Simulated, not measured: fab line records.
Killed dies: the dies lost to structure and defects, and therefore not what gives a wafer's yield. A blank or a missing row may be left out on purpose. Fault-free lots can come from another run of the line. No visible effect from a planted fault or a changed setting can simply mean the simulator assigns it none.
Split-lot trial | flow sfqLine | 5 lots, 15 wafers read, on a route of 325 steps

ABOUT THE SPLIT
At SFQ_TRILAYER_I0_VIA_LITHO_COAT_036 (resist thk 62 nm), the setting resistThkNm was moved away from the recipe's 62 nm on 5 of the 15 wafers read, by -4.1% to +5.4%. The other wafers ran this setting at the recipe's value.

FROM THE SPLIT TO THE READING: what the file shows between them, 3 steps
- SFQ_TRILAYER_I0_VIA_LITHO_COAT_031: resist thk 650 nm
- SFQ_TRILAYER_I0_VIA_LITHO_SOFTBAKE_035
- SFQ_TRILAYER_I0_VIA_LITHO_DEVELOP_033: time 60 s

THE READING
etch.depthNm (the simulator's own value, which no gauge read), in nm, at SFQ_TRILAYER_I0_VIA_BARC_OPEN_VIA_ETCH_046 (etches BARC in O2, target depth 125 nm, time 41.7 s). There is no usual value for it anywhere in the file. Here, 10 wafers ran the recipe; their average is 61.96 nm with a standard deviation of 0.15 nm.

wafer  | tool, chamber at the split | resistThkNm as run, nm | against the recipe | etch.depthNm, nm | against lot-mates on the recipe
L075.1 | lithoTrack-02, 0           | 62                     | recipe             | 61.87            | -
L075.3 | lithoTrack-02, 0           | 63.69                  | +2.7%              | 63.43            | +1.56
L077.4 | lithoTrack-03, 0           | 62                     | recipe             | 62.01            | -
L077.5 | lithoTrack-03, 0           | 63.34                  | +2.2%              | 63.47            | +1.42
L077.6 | lithoTrack-03, 0           | 62                     | recipe             | 62.08            | -
L079.2 | lithoTrack-03, 0           | 62                     | recipe             | 61.98            | -
L079.4 | lithoTrack-03, 0           | 62                     | recipe             | 61.98            | -
L079.5 | lithoTrack-03, 0           | 62                     | recipe             | 61.97            | -
L083.3 | lithoTrack-02, 0           | 62                     | recipe             | 61.64            | -
L083.6 | lithoTrack-02, 0           | 59.48                  | -4.1%              | 59.25            | -2.39
L084.1 | lithoTrack-04, 0           | 62                     | recipe             | 62.23            | -
L084.2 | lithoTrack-04, 0           | 65.36                  | +5.4%              | 65.37            | +3.33
L084.3 | lithoTrack-04, 0           | 62                     | recipe             | 62.03            | -
L084.4 | lithoTrack-04, 0           | 62                     | recipe             | 61.86            | -
L084.5 | lithoTrack-04, 0           | 65.36                  | +5.4%              | 65.42            | +3.38

FIT RESULTS
A straight line over all 15 wafers: etch.depthNm changes by +0.638 nm for each +1% of resistThkNm; r = +1.00; the points scatter about the line by 0.16 nm.
The same after taking each lot's own level away (the mean of its wafers on the recipe; 15 wafers): +0.61 nm for each +1%; r = +1.00; scatter 0.09 nm.
According to that fit, moving resistThkNm by its largest amount changes the reading by 3.3 nm.
Measured against the standard deviation above, the lots' own levels, which go from 61.640 to 62.045 nm, span 2.8 times it.
The two slopes agree, so the slope changes little with the lot-to-lot level.
Check: with one of the wafers moved furthest among these (+5.4%) left out of the fit, the line predicts +3.31 nm for it against its lot-mates. It came out at +3.33 nm against them.

OTHER SPLITS APPLIED TO THESE WAFERS
These wafers also went through other splits before the reading. Each is held against what the fit with the lots' levels taken away leaves over:
other split on the same wafers                 | wafers away from the commonest value | r with etch.depthNm (lot level and that fit taken away)
SFQ_TRILAYER_INCOMING_OXIDATION_002 tempC      | 10                                   | -0.16
SFQ_TRILAYER_L0_VIA_LITHO_COAT_013 resistThkNm | 5                                    | -0.26
SFQ_TRILAYER_M0_LITHO_COAT_026 resistThkNm     | 6                                    | -0.22
SFQ_TRILAYER_M0_LITHO_PEB_024 pebTempC         | 4                                    | +0.53
SFQ_TRILAYER_M0_ETCH_METAL_ETCH_024 timeS      | 5                                    | -0.12

THE WHOLE CHAIN: every reading that the file lists as answering this split, in the file's order
step                                       | what it does                                        | reading                                                                                       | change (the file's fit)               | r (the file's)
SFQ_TRILAYER_I0_VIA_LITHO_COAT_036         | resist thk 62 nm                                    | BARC_of_TRILAYER_I0_VIA_LITHO_COAT_036.thkNm (the simulator's own value, which no gauge read) | +0.613 nm for each +1% of the setting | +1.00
SFQ_TRILAYER_I0_VIA_BARC_OPEN_VIA_ETCH_046 | etches BARC in O2, target depth 125 nm, time 41.7 s | etch.depthNm (the simulator's own value, which no gauge read)                                 | +0.614 nm for each +1% of the setting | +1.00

FILE'S OWN FIT
etch.depthNm changes by +0.614 nm for each +1% of resistThkNm, r = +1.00.
